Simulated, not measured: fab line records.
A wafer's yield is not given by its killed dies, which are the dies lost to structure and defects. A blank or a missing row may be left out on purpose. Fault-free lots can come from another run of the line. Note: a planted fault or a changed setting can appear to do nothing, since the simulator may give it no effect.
The tool behind it: which one?    flow gf180mcu    39 wafers from 13 lots sampled at 4 of the route's 602 steps

== WHAT THE GAUGES SHOWED, per wafer ==
GF_STI_THK_MEAS_04.
lot   measured     on             STI_CVD_03_THK (nm)
L227  day 1 15:50  film-metro-03  411.8 410.1 410.3
L228  day 1 18:34  film-metro-03  205.6 206.5 205.4
L229  day 2 02:05  film-metro-04  417.4 417.6 417.8
L230  day 2 04:34  film-metro-03  206.9 208.6 206.0
L231  day 2 10:09  film-metro-04  205.2 204.7 204.5
L232  day 2 16:43  film-metro-03  415.2 414.0 416.4
L233  day 2 19:35  film-metro-03  211.9 211.1 209.9
L244  day 5 02:34  film-metro-01  211.7 208.8 210.1
L245  day 5 07:34  film-metro-03  209.3 211.1 210.3
L246  day 5 15:02  film-metro-03  208.4 206.4 207.8
L248  day 5 22:35  film-metro-04  205.6 203.7 205.5
L249  day 6 03:56  film-metro-03  205.3 204.6 202.9
L250  day 6 08:34  film-metro-04  203.2 203.9 205.1

GF_NWELL_OVL_MEAS_07.
lot   measured     on          NWELL_OVL (nm)
L228  day 3 12:29  overlay-02  2.0 3.7 1.7
L230  day 3 23:10  overlay-02  1.0 -0.7 1.6
L231  day 4 03:49  overlay-01  -0.7 -3.7 -1.5
L233  day 4 17:02  overlay-02  0.3 -0.8 -1.2
L244  day 7 04:08  overlay-02  0.2 0.3 -0.5
L245  day 7 10:01  overlay-01  5.6 3.5 3.4
L246  day 7 20:15  overlay-02  -2.4 0.5 -3.5
L248  day 8 02:47  overlay-01  0.3 0.7 -0.1
L249  day 8 10:03  overlay-02  0.8 0.1 -0.9
L250  day 8 14:25  overlay-01  0.7 1.0 -2.5

== WHICH TOOL RAN EACH LOT (tool, then ch and the chambers of the sampled wafers, then the start) ==
lot   GF_STI_CVD_03                                              GF_STI_ETCH_13
L227  lpcvd-02 ch 0, day 1 11:41                                 rie-diel-03 ch 0,1, day 2 01:17
L228  lpcvd-02 ch 0, day 1 16:34                                 rie-diel-02 ch 0,1,3, day 2 07:01
L229  lpcvd-01 ch 1, day 1 21:36 and lpcvd-02 ch 1, day 2 00:07  rie-diel-03 ch 2,3, day 2 11:05
L230  lpcvd-02 ch 1, day 2 02:34                                 rie-diel-03 ch 1,3, day 2 16:40
L231  lpcvd-02 ch 0, day 2 08:10                                 rie-diel-03 ch 0,1, day 2 22:25
L232  lpcvd-01 ch 0, day 2 12:34                                 rie-diel-02 ch 0,1,2, day 3 02:22
L233  lpcvd-01 ch 1, day 2 17:34                                 rie-diel-02 ch 0,3, day 3 08:17
L244  lpcvd-02 ch 0, day 5 00:34                                 rie-diel-01 ch 0,1, day 5 17:20
L245  lpcvd-02 ch 0, day 5 05:34                                 rie-diel-02 ch 0,2,3, day 5 22:46
L246  lpcvd-01 ch 0, day 5 10:34                                 rie-diel-01 ch 0,1,3, day 6 06:20
L248  lpcvd-02 ch 0, day 5 20:34                                 rie-diel-01 ch 0,2,3, day 6 13:34
L249  lpcvd-01 ch 0, day 6 01:56                                 rie-diel-03 ch 1,2,3, day 6 19:08
L250  lpcvd-01 ch 0, day 6 06:34                                 rie-diel-01 ch 0,2,3, day 7 00:01
- GF_STI_CVD_03: deposits Si3N4 from DCS/NH3, target thk 207.16 nm, time 3551 s.
- GF_STI_ETCH_13: etches the open film in CHF3/O2, stops on Si, target depth 282.31 nm, time 112.9 s.

== AS READ BY THE TOOLS THEMSELVES (means over the sampled wafers that have a number; for cases with no such wafer, the mark the record gives instead) ==
GF_STI_CVD_03.
lot   tool               spike-tc-bottom-C (C)
L227  lpcvd-02           790.3
L228  lpcvd-02           789.8
L229  lpcvd-01/lpcvd-02  792.5
L230  lpcvd-02           794.3
L231  lpcvd-02           790.2
L232  lpcvd-01           789.3
L233  lpcvd-01           792.0
L244  lpcvd-02           790.2
L245  lpcvd-02           789.5
L246  lpcvd-01           789.7
L248  lpcvd-02           790.0
L249  lpcvd-01           789.3
L250  lpcvd-01           788.5

GF_STI_ETCH_13.
lot   tool         drypump-motor-current-A (A)  oes-product-au (a.u.)  throttle-valve-pct (%)
L227  rie-diel-03  5.8                          0.996                  8.861
L228  rie-diel-02  5.5                          0.831                  8.816
L229  rie-diel-03  5.9                          1.016                  8.874
L230  rie-diel-03  5.6                          0.834                  8.811
L231  rie-diel-03  5.8                          0.825                  8.812
L232  rie-diel-02  5.6                          0.996                  8.866
L233  rie-diel-02  5.2                          0.837                  8.809
L244  rie-diel-01  5.4                          0.837                  8.810
L245  rie-diel-02  5.3                          0.844                  8.817
L246  rie-diel-01  5.5                          0.834                  8.812
L248  rie-diel-01  5.8                          0.828                  8.808
L249  rie-diel-03  5.9                          0.823                  8.803
L250  rie-diel-01  5.8                          0.824                  8.813

== THE ANSWER, worked out from the rows above alone ==
Rule: the lots themselves supply what counts as usual. The widest of any qualifying gaps counts: lots, ordered by their means at a reading, are off when they make up no more than a third of the lots, leave a main group of 4 or more, and stand apart from it by 3 or more times the standard deviation of that group's means. If all means in a main group match to the digits the tables above print for the reading, that group is not used. A lot without any number at a reading at which 4 lots or more have one is off too. Where the step has rows for the other lots, those lots are counted as sound. The gauges are gone through in route order, then the tools' own readings, and for those a lot's mean is taken as printed above. At the first step where some lot is off, the reading lying furthest off is the one used; lots without a number count as furthest.
Off: L227, L229, L232, seen at GF_STI_THK_MEAS_04 (STI_CVD_03_THK). Mean 207.0 nm and standard deviation 2.5 in the main group.
A tool fits if, at a process step before that reading, it ran every lot that is off, and no sound lot after the first of them. The gauges at GF_STI_THK_MEAS_04 aren't tried: what is off there is off at GF_STI_ETCH_13 too, on other tools, and a gauge's error can't cause that. None of those tried fits.

== WHAT HAD BEEN PUT IN BY THE SIMULATOR ==
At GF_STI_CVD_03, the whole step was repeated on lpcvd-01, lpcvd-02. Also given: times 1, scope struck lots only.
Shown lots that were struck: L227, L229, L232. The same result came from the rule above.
